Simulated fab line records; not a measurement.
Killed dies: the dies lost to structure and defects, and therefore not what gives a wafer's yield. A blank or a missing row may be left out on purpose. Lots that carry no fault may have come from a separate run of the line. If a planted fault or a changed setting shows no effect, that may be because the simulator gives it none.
fab line records	flow sky130
[record] lots = 24	wafers = 72	last_day = 50
route steps=708 shown LOCAL_INTERCONNECT@388 CONTACT@410 METAL1@438 VIA1@461 CAPM@539
lots that met no fault: from a run of the same line without faults
start_h: start of the lot's first displayed wafer, in hours after the record's first day	wait_h: how many hours have passed since the lot's step before this one	" same as the row above	L1.1+2: a row that stands for several wafers	- no value present, or no start provided	* or withheld: withheld	< > ~ a bound
route shown NAME@n: NAME is a module with steps in the file, n the number in the route of the first one	usual: mean/standard deviation taken from wafers without a fault	same: alike in all rows	chamber/n: place in a boat	sites: per-site readings	_std_site: standard deviation of those values	_edge_site: inner sites' mean taken away from outer sites' mean	radius_mm: for every site, how far away it sits from the centre of the wafer	mask NAME#n: copy n	behind: the tool/chamber that last shaped the wafer	hold: why the lot went on hold/how many hours it stayed there/how the hold came to an end	device: transistor that didn't switch, given as n, p or np	end of line: at the end of the route, the tests of the same wafers	a step without rows: its recipe alone	killed: dies lost to structure and defects at the first sort, not the wafer's yield	map: per-die view of a wafer (x killed, . not killed, _ where there is no die)
set.NAME: the setting that was run; set.NAME@STEP: the one run at that earlier step	model.NAME: the simulator's own value behind a step, which no gauge read
the route's steps for a sample of lots (tables are steps, rows are wafers)
services: a tool's chamber out of use, with start hour (start_h, from the record's first day; less than 0 if before it), hours out, and reason
[[steps]]
[step SKY_LOCAL_INTERCONNECT_RS_MEAS_01]
[recipe] thk_meas_gauge = four-point-probe	reads = TiN_of_LOCAL_INTERCONNECT_SPUTTER_00
[usual] LOCAL_INTERCONNECT_TIN_RS = 14.66/0.18
lot.wafer	tool	chamber	start_h	wait_h	LOCAL_INTERCONNECT_TIN_RS[ohm/sq]
L074.1	film_metro-01	-	664.65	0.0	14.90
L074.2	"	-	"	"	14.95
L074.4	"	-	"	"	15.04
L075.2	film_metro-04	-	667.67	0.1	14.63
L075.4	"	-	"	"	14.48
L075.5	"	-	"	"	14.59
L076.1	film_metro-02	-	695.13	0.0	14.90
L076.5	"	-	"	"	14.75
L076.6	"	-	"	"	14.68
L077.4	film_metro-01	-	710.00	0.1	14.43
L077.5	"	-	"	"	14.69
L077.6	"	-	"	"	14.49
L078.1	film_metro-04	-	741.82	0.0	14.79
L078.4	"	-	"	"	14.64
L078.6	"	-	"	"	14.88
L079.1	film_metro-04	-	743.97	0.0	14.83
L079.3	"	-	"	"	14.65
L079.6	"	-	"	"	14.77
L080.1	film_metro-01	-	754.18	0.0	14.55
L080.4	"	-	"	"	14.64
L080.6	"	-	"	"	14.53
L082.2	film_metro-01	-	758.84	0.1	14.63
L082.5	"	-	"	"	14.59
L082.6	"	-	"	"	14.66
L081.2	film_metro-01	-	760.30	0.1	14.52
L081.3	"	-	"	"	14.88
L081.5	"	-	"	"	14.66
L083.1	film_metro-02	-	763.42	0.0	14.65
L083.2	"	-	"	"	14.81
L083.5	"	-	"	"	14.72
L084.1	film_metro-04	-	764.18	0.0	14.81
L084.3	"	-	"	"	14.69
L084.4	"	-	"	"	14.87
L085.4	film_metro-01	-	764.66	0.1	14.94
L085.5	"	-	"	"	14.99
L085.6	"	-	"	"	14.82
L087.2	film_metro-01	-	790.66	0.1	14.44
L087.3	"	-	"	"	14.40
L087.5	"	-	"	"	14.41
L086.1	film_metro-04	-	792.87	0.0	14.48
L086.2	"	-	"	"	14.58
L086.3	"	-	"	"	14.82
L090.1	film_metro-01	-	815.78	0.0	14.48
L090.2	"	-	"	"	14.47
L090.3	"	-	"	"	14.48
L088.2	film_metro-02	-	818.15	0.1	14.51
L088.3	"	-	"	"	14.56
L088.6	"	-	"	"	14.62
L089.1	film_metro-04	-	818.48	0.0	14.40
L089.5	"	-	"	"	14.68
L089.6	"	-	"	"	14.65
L092.2	film_metro-04	-	827.78	0.1	14.40
L092.3	"	-	"	"	14.58
L092.4	"	-	"	"	14.60
L091.1	film_metro-04	-	829.34	0.0	14.88
L091.3	"	-	"	"	14.58
L091.6	"	-	"	"	14.68
L093.2	film_metro-04	-	838.25	0.1	14.88
L093.4	"	-	"	"	15.11
L093.6	"	-	"	"	15.19
L094.1	film_metro-04	-	838.73	0.0	14.62
L094.3	"	-	"	"	14.66
L094.5	"	-	"	"	14.66
L096.2	film_metro-04	-	848.10	0.1	14.67
L096.4	"	-	"	"	14.44
L096.5	"	-	"	"	14.74
L095.3	film_metro-02	-	852.42	0.1	14.73
L095.4	"	-	"	"	14.67
L095.5	"	-	"	"	14.71
L097.1	film_metro-04	-	856.33	0.0	14.54
L097.3	"	-	"	"	14.68
L097.6	"	-	"	"	14.29
[step SKY_CONTACT_CMP_04]
[recipe] material = SiO2	down_force_psi = 4	platen_rpm = 60	pad_velocity_m_s = 0.94248
[usual] edge_zone_pressure_frac = 1.000/0.0047	motor_current_A = 11.7/1.3	slurry_filter_dp_kPa = 13.49/0.12	time_to_endpoint_s = 82/6
lot.wafer	tool	chamber	start_h	wait_h	edge_zone_pressure_frac	motor_current_A	slurry_filter_dp_kPa	time_to_endpoint_s
L074.2	cmp-02	3	694.49	0.0	1.004	12.2	13.66	85
L074.4	"	0	"	"	1.001	11.7	13.55	78
L074.1	"	2	"	"	0.999	11.6	13.57	88
L075.4	cmp-02	0	696.88	0.1	1.005	11.8	13.67	81
L075.2	"	1	"	"	1.004	10.3	13.47	74
L075.5	"	0	"	"	1.012	10.9	13.40	74
L076.1	cmp-01	0	724.38	0.1	0.996	10.4	13.23	82
L076.6	"	0	"	"	1.003	11.2	13.49	74
L076.5	"	1	"	"	1.001	10.4	13.58	76
L077.4	cmp-02	3	738.03	0.1	1.004	12.5	13.73	80
L077.5	"	1	"	"	1.007	10.7	13.57	77
L077.6	"	2	"	"	1.002	11.4	13.46	83
L078.1	cmp-01	0	770.63	0.1	1.003	10.5	13.27	76
L078.4	"	1	"	"	0.993	10.4	13.33	74
L078.6	"	1	"	"	1.003	11.0	13.40	71
L079.3	cmp-02	1	772.48	0.0	1.001	10.6	13.50	84
L079.1	"	3	"	"	1.000	12.9	13.65	86
L079.6	"	2	"	"	1.001	11.8	13.46	90
L080.1	cmp-01	0	781.23	0.1	0.995	11.1	13.45	80
L080.4	"	2	"	"	1.001	14.7	13.40	81
L080.6	"	3	"	"	1.000	13.0	13.44	86
L082.2	cmp-01	3	787.03	0.1	0.993	12.5	13.51	78
L082.6	"	1	"	"	1.006	10.5	13.25	69
L082.5	"	2	"	"	1.003	14.8	13.60	72
L081.3	cmp-01	0	788.93	0.0	1.000	10.0	13.58	76
L081.2	"	2	"	"	1.007	14.8	13.57	78
L081.5	"	0	"	"	0.996	10.7	13.58	81
L083.2	cmp-02	1	791.08	0.0	1.001	10.7	13.25	88
L083.1	"	2	"	"	0.994	11.8	13.33	88
L083.5	"	1	"	"	1.000	10.6	13.41	82
L084.4	cmp-01	3	791.43	0.0	1.000	13.2	13.41	78
L084.3	"	0	"	"	1.000	10.8	13.52	79
L084.1	"	2	"	"	1.004	14.0	13.50	81
L085.4	cmp-02	2	792.19	0.0	1.008	11.2	13.36	91
L085.5	"	2	"	"	1.002	11.7	13.51	95
L085.6	"	3	"	"	1.005	12.0	13.70	86
L087.3	cmp-01	3	818.59	0.1	1.000	13.2	13.30	83
L087.2	"	0	"	"	0.998	10.6	13.42	77
L087.5	"	1	"	"	0.996	11.0	13.43	73
L086.1	cmp-01	0	821.04	0.1	0.994	11.5	13.70	72
L086.3	"	1	"	"	1.001	11.0	13.55	75
L086.2	"	2	"	"	1.003	14.9	13.39	80
L090.2	cmp-02	2	843.18	0.0	1.000	11.4	13.44	92
L090.3	"	0	"	"	1.002	11.3	13.32	81
L090.1	"	1	"	"	1.000	10.2	13.42	79
L088.2	cmp-02	1	845.44	0.1	0.994	9.8	13.40	81
L088.3	"	2	"	"	1.002	11.9	13.41	88
L088.6	"	2	"	"	1.002	11.7	13.42	88
L089.1	cmp-02	2	845.74	0.1	0.995	10.8	13.50	83
L089.5	"	2	"	"	0.999	11.5	13.57	88
L089.6	"	3	"	"	1.005	12.4	13.39	86
L092.4	cmp-01	0	856.08	0.0	1.007	10.7	13.74	82
L092.3	"	2	"	"	0.996	14.8	13.52	81
L092.2	"	3	"	"	1.003	13.6	13.34	87
L091.3	cmp-02	0	857.13	0.0	0.999	11.4	13.44	83
L091.1	"	1	"	"	0.993	10.1	13.50	81
L091.6	"	0	"	"	1.001	11.0	13.54	83
L093.2	cmp-01	0	864.83	0.0	0.992	10.8	13.54	77
L093.4	"	1	"	"	1.002	11.1	13.66	76
L093.6	"	0	"	"	0.992	10.6	13.50	83
L094.1	cmp-02	3	865.81	0.1	1.000	13.0	13.44	91
L094.3	"	1	"	"	0.997	10.3	13.45	85
L094.5	"	2	"	"	1.000	11.7	13.48	90
L096.4	cmp-02	0	875.23	0.1	0.999	11.6	13.70	79
L096.2	"	1	"	"	1.005	10.6	13.41	77
L096.5	"	3	"	"	1.001	12.9	13.30	86
L095.4	cmp-02	3	880.29	0.2	0.999	12.6	13.59	86
L095.3	"	2	"	"	0.999	11.6	13.44	89
L095.5	"	0	"	"	0.999	11.3	13.56	76
L097.1	cmp-02	3	884.52	0.4	1.001	12.6	13.50	92
L097.3	"	0	"	"	0.997	11.5	13.46	80
L097.6	"	3	"	"	1.004	12.8	13.36	86
[step SKY_METAL1_SPUTTER_04]
[recipe] material = TiN	target_thk_nm = 70	power_w = 6500	time_s = 58.3	chamber_pressure_pa = 0.4
[usual] throttle_valve_pct = 29.9/0.91
lot.wafer	tool	chamber	start_h	wait_h	throttle_valve_pct
L074.1	pvd_sputter-02	-	724.47	0.0	29.8
L074.2	"	-	"	"	29.6
L074.4	"	-	"	"	31.0
L075.2	pvd_sputter-01	-	726.00	0.0	30.5
L075.4	"	-	"	"	29.3
L075.5	"	-	"	"	31.0
L076.1	pvd_sputter-04	-	752.86	0.0	30.0
L076.5	"	-	"	"	29.9
L076.6	"	-	"	"	31.6
L077.4	pvd_sputter-02	-	766.79	0.0	30.8
L077.5	"	-	"	"	30.7
L077.6	"	-	"	"	29.7
L078.1	pvd_sputter-04	-	799.55	0.0	30.1
L078.4	"	-	"	"	30.2
L078.6	"	-	"	"	29.9
L079.1	pvd_sputter-02	-	801.02	0.0	29.6
L079.3	"	-	"	"	28.7
L079.6	"	-	"	"	29.3
L080.1	pvd_sputter-02	-	809.42	0.0	31.0
L080.4	"	-	"	"	29.8
L080.6	"	-	"	"	29.3
L082.2	pvd_sputter-01	-	815.94	0.0	28.2
L082.5	"	-	"	"	30.0
L082.6	"	-	"	"	27.9
L081.2	pvd_sputter-04	-	818.38	0.0	29.9
L081.3	"	-	"	"	29.8
L081.5	"	-	"	"	30.2
L083.1	pvd_sputter-02	-	819.80	0.0	29.7
L083.2	"	-	"	"	28.7
L083.5	"	-	"	"	29.8
L084.1	pvd_sputter-01	-	820.42	0.0	30.9
L084.3	"	-	"	"	30.1
L084.4	"	-	"	"	29.5
L085.4	pvd_sputter-04	-	820.72	0.0	30.1
L085.5	"	-	"	"	29.8
L085.6	"	-	"	"	30.2
L087.2	pvd_sputter-04	-	847.05	0.0	29.7
L087.3	"	-	"	"	30.0
L087.5	"	-	"	"	30.1
L086.1	pvd_sputter-02	-	849.71	0.0	28.9
L086.2	"	-	"	"	29.9
L086.3	"	-	"	"	30.8
L090.1	pvd_sputter-04	-	870.56	0.0	29.8
L090.2	"	-	"	"	31.7
L090.3	"	-	"	"	29.9
L088.2	pvd_sputter-01	-	873.56	0.0	27.9
L088.3	"	-	"	"	28.9
L088.6	"	-	"	"	30.3
L089.1	pvd_sputter-04	-	873.61	0.0	30.1
L089.5	"	-	"	"	31.6
L089.6	"	-	"	"	30.2
L092.2	pvd_sputter-01	-	884.56	0.0	30.8
L092.3	"	-	"	"	29.0
L092.4	"	-	"	"	30.5
L091.1	pvd_sputter-04	-	885.76	0.0	30.1
L091.3	"	-	"	"	31.8
L091.6	"	-	"	"	29.7
L093.2	pvd_sputter-01	-	892.46	0.0	29.2
L093.4	"	-	"	"	30.7
L093.6	"	-	"	"	30.9
L094.1	pvd_sputter-02	-	894.37	0.0	30.9
L094.3	"	-	"	"	29.5
L094.5	"	-	"	"	29.8
L096.2	pvd_sputter-02	-	903.05	0.0	28.6
L096.4	"	-	"	"	29.6
L096.5	"	-	"	"	28.6
L095.3	pvd_sputter-04	-	907.91	0.0	31.7
L095.4	"	-	"	"	29.9
L095.5	"	-	"	"	30.1
L097.1	pvd_sputter-02	-	911.56	0.0	29.5
L097.3	"	-	"	"	30.9
L097.6	"	-	"	"	30.7
[step SKY_VIA1_BOW_MEAS_03]
[recipe] mode = bow
[usual] VIA1_BOW = 80/7.3
lot.wafer	tool	chamber	start_h	wait_h	VIA1_BOW[um]
L074.1	film_metro-01	-	753.07	0.1	74
L074.2	"	-	"	"	89
L074.4	"	-	"	"	82
L075.2	film_metro-02	-	755.20	0.2	85
L075.4	"	-	"	"	70
L075.5	"	-	"	"	71
L076.1	film_metro-01	-	780.47	0.2	81
L076.5	"	-	"	"	77
L076.6	"	-	"	"	94
L077.4	film_metro-02	-	794.76	0.2	67
L077.5	"	-	"	"	68
L077.6	"	-	"	"	79
L078.1	film_metro-03	-	827.80	0.2	65
L078.4	"	-	"	"	76
L078.6	"	-	"	"	86
L079.1	film_metro-02	-	828.72	0.2	81
L079.3	"	-	"	"	101
L079.6	"	-	"	"	86
L080.1	film_metro-02	-	837.10	0.1	74
L080.4	"	-	"	"	74
L080.6	"	-	"	"	80
L082.2	film_metro-02	-	843.96	0.2	83
L082.5	"	-	"	"	70
L082.6	"	-	"	"	93
L081.2	film_metro-01	-	846.36	0.1	80
L081.3	"	-	"	"	82
L081.5	"	-	"	"	80
L083.1	film_metro-01	-	847.14	0.2	81
L083.2	"	-	"	"	80
L083.5	"	-	"	"	81
L084.1	film_metro-02	-	848.34	0.2	85
L084.3	"	-	"	"	85
L084.4	"	-	"	"	73
L085.4	film_metro-02	-	849.08	0.3	75
L085.5	"	-	"	"	83
L085.6	"	-	"	"	75
L087.2	film_metro-03	-	874.80	0.2	88
L087.3	"	-	"	"	73
L087.5	"	-	"	"	82
L086.1	film_metro-02	-	877.55	0.2	75
L086.2	"	-	"	"	82
L086.3	"	-	"	"	91
L090.1	film_metro-01	-	897.85	0.2	78
L090.2	"	-	"	"	89
L090.3	"	-	"	"	82
L088.2	film_metro-03	-	900.31	0.3	81
L088.3	"	-	"	"	92
L088.6	"	-	"	"	79
L089.1	film_metro-03	-	901.23	0.1	91
L089.5	"	-	"	"	96
L089.6	"	-	"	"	81
L092.2	film_metro-02	-	911.89	0.1	94
L092.3	"	-	"	"	83
L092.4	"	-	"	"	84
L091.1	film_metro-01	-	912.35	0.1	73
L091.3	"	-	"	"	76
L091.6	"	-	"	"	80
L093.2	film_metro-01	-	918.81	0.2	74
L093.4	"	-	"	"	87
L093.6	"	-	"	"	80
L094.1	film_metro-03	-	921.30	0.1	89
L094.3	"	-	"	"	76
L094.5	"	-	"	"	79
L096.2	film_metro-02	-	929.72	0.2	70
L096.4	"	-	"	"	81
L096.5	"	-	"	"	63
L095.3	film_metro-01	-	933.91	0.3	71
L095.4	"	-	"	"	77
L095.5	"	-	"	"	79
L097.1	film_metro-03	-	937.54	0.1	68
L097.3	"	-	"	"	76
L097.6	"	-	"	"	77
[step SKY_VIA1_CD_MEAS_12]
[recipe] target_cd_nm = 150
[usual] cd_nm = 150.1/2
lot.wafer	tool	chamber	start_h	wait_h	cd_nm
L074.1	cd_sem-02	-	779.14	-	150.9
L074.2	"	-	"	"	150.0
L074.4	"	-	"	"	149.0
L075.2	cd_sem-01	-	781.30	-	151.9
L075.4	"	-	"	"	152.3
L075.5	"	-	"	"	152.2
L076.1	cd_sem-02	-	807.28	-	149.1
L076.5	"	-	"	"	147.4
L076.6	"	-	"	"	147.5
L077.4	cd_sem-02	-	821.30	-	149.0
L077.5	"	-	"	"	149.6
L077.6	"	-	"	"	150.7
L078.1	cd_sem-02	-	854.29	-	148.1
L078.4	"	-	"	"	148.3
L078.6	"	-	"	"	145.7
L079.1	cd_sem-01	-	855.29	-	151.5
L079.3	"	-	"	"	153.0
L079.6	"	-	"	"	153.3
L080.1	cd_sem-01	-	863.08	-	150.8
L080.4	"	-	"	"	151.6
L080.6	"	-	"	"	150.9
L082.2	cd_sem-01	-	871.01	-	154.3
L082.5	"	-	"	"	153.3
L082.6	"	-	"	"	153.8
L081.2	cd_sem-01	-	872.51	-	152.3
L081.3	"	-	"	"	151.8
L081.5	"	-	"	"	154.0
L083.1	cd_sem-02	-	872.84	-	150.3
L083.2	"	-	"	"	149.6
L083.5	"	-	"	"	149.2
L084.1	cd_sem-02	-	874.34	-	149.6
L084.3	"	-	"	"	149.4
L084.4	"	-	"	"	151.4
L085.4	cd_sem-02	-	875.49	-	149.6
L085.5	"	-	"	"	150.3
L085.6	"	-	"	"	148.6
L087.2	cd_sem-02	-	900.51	-	150.6
L087.3	"	-	"	"	152.1
L087.5	"	-	"	"	152.3
L086.1	cd_sem-01	-	903.74	-	148.5
L086.2	"	-	"	"	149.5
L086.3	"	-	"	"	149.3
L090.1	cd_sem-01	-	922.84	-	155.5
L090.2	"	-	"	"	153.9
L090.3	"	-	"	"	153.9
L088.2	cd_sem-02	-	925.20	-	149.3
L088.3	"	-	"	"	150.8
L088.6	"	-	"	"	148.3
L089.1	cd_sem-01	-	926.34	-	148.8
L089.5	"	-	"	"	149.4
L089.6	"	-	"	"	149.2
L092.2	cd_sem-01	-	936.42	-	151.5
L092.3	"	-	"	"	148.5
L092.4	"	-	"	"	149.1
L091.1	cd_sem-02	-	936.75	-	150.3
L091.3	"	-	"	"	151.2
L091.6	"	-	"	"	151.1
L093.2	cd_sem-02	-	942.76	-	147.7
L093.4	"	-	"	"	148.5
L093.6	"	-	"	"	148.6
L094.1	cd_sem-01	-	945.25	-	151.5
L094.3	"	-	"	"	150.5
L094.5	"	-	"	"	152.0
L096.2	cd_sem-02	-	953.31	-	149.2
L096.4	"	-	"	"	151.3
L096.5	"	-	"	"	150.4
L095.3	cd_sem-02	-	958.58	-	148.2
L095.4	"	-	"	"	147.4
L095.5	"	-	"	"	147.5
L097.1	cd_sem-01	-	961.70	-	146.7
L097.3	"	-	"	"	147.7
L097.6	"	-	"	"	145.7
[step SKY_CAPM_SPUTTER_02]
[recipe] material = TiN	target_thk_nm = 200	temp_c = 300	power_w = 6691	time_s = 166.7	chamber_pressure_pa = 0.4
[usual] throttle_valve_pct = 30.0/0.69
lot.wafer	tool	chamber	start_h	wait_h	throttle_valve_pct
L074.1	pvd_sputter-03	-	837.04	0.1	30.6
L074.2	"	-	"	"	30.1
L074.4	"	-	"	"	29.5
L075.2	pvd_sputter-03	-	840.26	0.0	30.3
L075.4	"	-	"	"	29.3
L075.5	"	-	"	"	29.3
L076.1	pvd_sputter-04	-	864.70	0.1	31.5
L076.5	"	-	"	"	31.5
L076.6	"	-	"	"	30.0
L077.4	pvd_sputter-04	-	878.98	0.0	30.0
L077.5	"	-	"	"	29.9
L077.6	"	-	"	"	30.1
L078.1	pvd_sputter-04	-	910.65	0.1	30.1
L078.4	"	-	"	"	29.9
L078.6	"	-	"	"	29.8
L079.1	pvd_sputter-03	-	912.75	0.1	30.1
L079.3	"	-	"	"	29.4
L079.6	"	-	"	"	29.3
L080.1	pvd_sputter-03	-	919.81	0.1	29.4
L080.4	"	-	"	"	29.5
L080.6	"	-	"	"	30.4
L082.2	pvd_sputter-03	-	925.09	0.0	29.9
L082.5	"	-	"	"	30.7
L082.6	"	-	"	"	29.7
L081.2	pvd_sputter-03	-	928.78	0.0	29.5
L081.3	"	-	"	"	29.6
L081.5	"	-	"	"	29.4
L083.1	pvd_sputter-02	-	928.86	0.1	28.7
L083.2	"	-	"	"	29.6
L083.5	"	-	"	"	28.8
L084.1	pvd_sputter-03	-	929.84	0.1	30.3
L084.3	"	-	"	"	29.8
L084.4	"	-	"	"	29.3
L085.4	pvd_sputter-03	-	931.03	0.0	29.4
L085.5	"	-	"	"	30.0
L085.6	"	-	"	"	29.7
L087.2	pvd_sputter-02	-	954.52	0.0	29.5
L087.3	"	-	"	"	30.9
L087.5	"	-	"	"	31.2
L086.1	pvd_sputter-02	-	957.95	0.1	29.8
L086.2	"	-	"	"	29.5
L086.3	"	-	"	"	30.9
L090.1	pvd_sputter-03	-	976.30	0.1	30.3
L090.2	"	-	"	"	29.4
L090.3	"	-	"	"	30.1
L088.2	pvd_sputter-02	-	977.88	0.0	31.2
L088.3	"	-	"	"	29.9
L088.6	"	-	"	"	30.9
L089.1	pvd_sputter-02	-	979.09	0.1	28.4
L089.5	"	-	"	"	28.9
L089.6	"	-	"	"	31.3
L092.2	pvd_sputter-02	-	990.81	0.0	29.5
L092.3	"	-	"	"	28.7
L092.4	"	-	"	"	29.6
L091.1	pvd_sputter-02	-	991.28	0.1	29.8
L091.3	"	-	"	"	28.6
L091.6	"	-	"	"	30.9
L093.2	pvd_sputter-04	-	995.63	0.0	31.3
L093.4	"	-	"	"	30.0
L093.6	"	-	"	"	30.1
L094.1	pvd_sputter-02	-	997.32	0.1	28.6
L094.3	"	-	"	"	30.9
L094.5	"	-	"	"	31.1
L096.2	pvd_sputter-03	-	1005.36	0.0	29.6
L096.4	"	-	"	"	30.2
L096.5	"	-	"	"	29.9
L095.3	pvd_sputter-03	-	1009.87	0.0	30.7
L095.4	"	-	"	"	30.0
L095.5	"	-	"	"	29.4
L097.1	pvd_sputter-04	-	1014.59	0.1	30.0
L097.3	"	-	"	"	30.0
L097.6	"	-	"	"	30.1
[[services]]
tool	chamber	start_h	hours	kind
cmp-01	-	679.36	1.5	repair
cmp-01	-	700.60	0.5	repair
cmp-01	-	703.89	0.9	repair
cmp-02	-	723.26	3.2	repair
cmp-01	-	734.78	4.2	pm
cmp-01	-	744.34	4.0	pm
cmp-02	-	752.22	2.7	pm
cmp-02	-	758.24	0.6	repair
cmp-01	-	773.65	0.3	repair
cmp-01	-	775.41	0.7	repair
cmp-02	-	775.45	1.4	repair
pvd_sputter-03	-	799.77	1.2	repair
pvd_sputter-04	-	836.24	1.1	repair
pvd_sputter-04	-	836.92	3.8	repair
cmp-02	-	841.17	0.8	repair
cmp-01	-	844.89	1.4	repair
cmp-01	-	877.56	12.4	pm
pvd_sputter-04	-	888.54	1.1	repair
cmp-01	-	891.24	0.6	repair
cmp-02	-	912.47	4.0	pm
cmp-02	-	926.17	1.0	repair
pvd_sputter-03	-	943.85	3.7	repair
pvd_sputter-02	-	962.07	5.5	repair
pvd_sputter-04	-	990.78	3.9	repair
[[key]]
fault none
